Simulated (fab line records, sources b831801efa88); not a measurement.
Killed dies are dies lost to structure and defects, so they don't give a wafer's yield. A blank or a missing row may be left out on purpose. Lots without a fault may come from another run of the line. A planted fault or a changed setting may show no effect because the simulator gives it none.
Tool commonality check | flow gf180mcu | 11 lots, 36 wafers sampled

WHY IT WAS OPENED
At GF_LVPWELL_TW_MEAS_11 the reading LVPWELL_TW is flagged on 1 of 11 lots. Wafers without a fault read 562, standard deviation 4.4.
Rule: a lot is flagged when every wafer of it that has a number lies more than 4 standard deviations from that mean, or none has a number. The other lots count as sound.

lot  | measured    | on            | LVPWELL_TW, wafer by wafer | flag
L872 | day 3 22:07 | film_metro-01 | 564 565 563                |
L876 | day 5 01:37 | film_metro-02 | 556 561 560                |
L877 | day 5 05:56 | film_metro-01 | 565 559 561                |
L878 | day 5 09:10 | film_metro-02 | 557 558 559                |
L881 | day 6 02:59 | film_metro-04 | 568 565 568                |
L882 | day 6 06:01 | film_metro-01 | 563 559 559                |
L884 | day 6 13:59 | film_metro-02 | 30 30 30 30 30 30          | FLAGGED
L889 | day 7 20:32 | film_metro-02 | 559 558 556                |
L891 | day 8 08:49 | film_metro-04 | 566 572 569                |
L894 | day 9 01:02 | film_metro-02 | 559 559 559                |
L895 | day 9 16:29 | film_metro-01 | 560 560 562                |
The numbers of the flagged lots are 30 on average: -532 against the usual, or -99 or more standard deviations.

WHICH TOOL RAN EACH LOT
The record holds 2 process steps before the reading, out of a route of 602 steps. In each cell: the tool, then ch and the chambers that the sampled wafers went through, then the start.
lot  | flag    | GF_NWELL_STRIP_10                   | GF_LVPWELL_STRIP_10
L872 |         | plasma_asher-03 ch 0,1, day 3 08:35 | plasma_asher-04 ch 0,1, day 3 22:01
L876 |         | plasma_asher-03 ch 0,1, day 4 11:25 | plasma_asher-04 ch 0,1, day 5 01:31
L877 |         | plasma_asher-03 ch 0,1, day 4 15:29 | plasma_asher-04 ch 0,1, day 5 05:50
L878 |         | plasma_asher-01 ch 0,1, day 4 19:02 | plasma_asher-02 ch 0,1, day 5 09:04
L881 |         | plasma_asher-02 ch 0,1, day 5 12:31 | plasma_asher-04 ch 0,1, day 6 02:53
L882 |         | plasma_asher-03 ch 0,1, day 5 15:37 | plasma_asher-02 ch 0,1, day 6 05:54
L884 | FLAGGED | plasma_asher-03 ch 0,1, day 5 23:07 | plasma_asher-01 ch 1, day 6 13:53
L889 |         | plasma_asher-02 ch 0,1, day 7 04:13 | plasma_asher-02 ch 0,1, day 7 20:26
L891 |         | plasma_asher-02 ch 0,1, day 7 16:07 | plasma_asher-04 ch 0,1, day 8 08:43
L894 |         | plasma_asher-03 ch 0,1, day 8 07:28 | plasma_asher-01 ch 0, day 9 00:56
L895 |         | plasma_asher-01 ch 0,1, day 8 22:07 | plasma_asher-01 ch 0,1, day 9 16:25
What these steps do:
- GF_NWELL_STRIP_10: strips in O2/N2.
- GF_LVPWELL_STRIP_10: strips in O2/N2.
- GF_LVPWELL_TW_MEAS_11

FLAGGED OVER TOTAL, TOOL BY TOOL (the gauges that took the reading come last)
step                  | tool            | lots run | flagged | share of the flagged lots | sound lots run after its first flagged lot
GF_NWELL_STRIP_10     | plasma_asher-01 | 2        | 0       | none                      | -
GF_NWELL_STRIP_10     | plasma_asher-02 | 3        | 0       | none                      | -
GF_NWELL_STRIP_10     | plasma_asher-03 | 6        | 1       | all                       | 1 (L894)
GF_LVPWELL_STRIP_10   | plasma_asher-01 | 3        | 1       | all                       | 2 (L894,L895)
GF_LVPWELL_STRIP_10   | plasma_asher-02 | 3        | 0       | none                      | -
GF_LVPWELL_STRIP_10   | plasma_asher-04 | 5        | 0       | none                      | -
GF_LVPWELL_TW_MEAS_11 | film_metro-01   | 4        | 0       | none                      | -
GF_LVPWELL_TW_MEAS_11 | film_metro-02   | 5        | 1       | all                       | 2 (L889,L894)
GF_LVPWELL_TW_MEAS_11 | film_metro-04   | 2        | 0       | none                      | -

WHAT THE TABLE ALLOWS
3 rows of the table ran every flagged lot: plasma_asher-03 at GF_NWELL_STRIP_10, plasma_asher-01 at GF_LVPWELL_STRIP_10, film_metro-02 at GF_LVPWELL_TW_MEAS_11.
- plasma_asher-03 at GF_NWELL_STRIP_10: 1 of its 6 lots flagged. Sound lots ran on it after the first flagged one (L894), which a lasting fault on the whole tool wouldn't allow. Its own readings lie more than 4 standard deviations out on every wafer of the flagged lots: oes_product_au.
- plasma_asher-01 at GF_LVPWELL_STRIP_10: 1 of its 3 lots flagged. Sound lots ran on it after the first flagged one (L894, L895), which a lasting fault on the whole tool wouldn't allow. Its own readings lie more than 4 standard deviations out on every wafer of the flagged lots: strip_time_to_endpoint_s.
- film_metro-02 at GF_LVPWELL_TW_MEAS_11: 1 of its 5 lots flagged. Sound lots ran on it after the first flagged one (L889, L894), which a lasting fault on the whole tool wouldn't allow.
No row of the table ran every flagged lot and no sound lot after the first.

WHAT THE SIMULATOR HAD PUT IN
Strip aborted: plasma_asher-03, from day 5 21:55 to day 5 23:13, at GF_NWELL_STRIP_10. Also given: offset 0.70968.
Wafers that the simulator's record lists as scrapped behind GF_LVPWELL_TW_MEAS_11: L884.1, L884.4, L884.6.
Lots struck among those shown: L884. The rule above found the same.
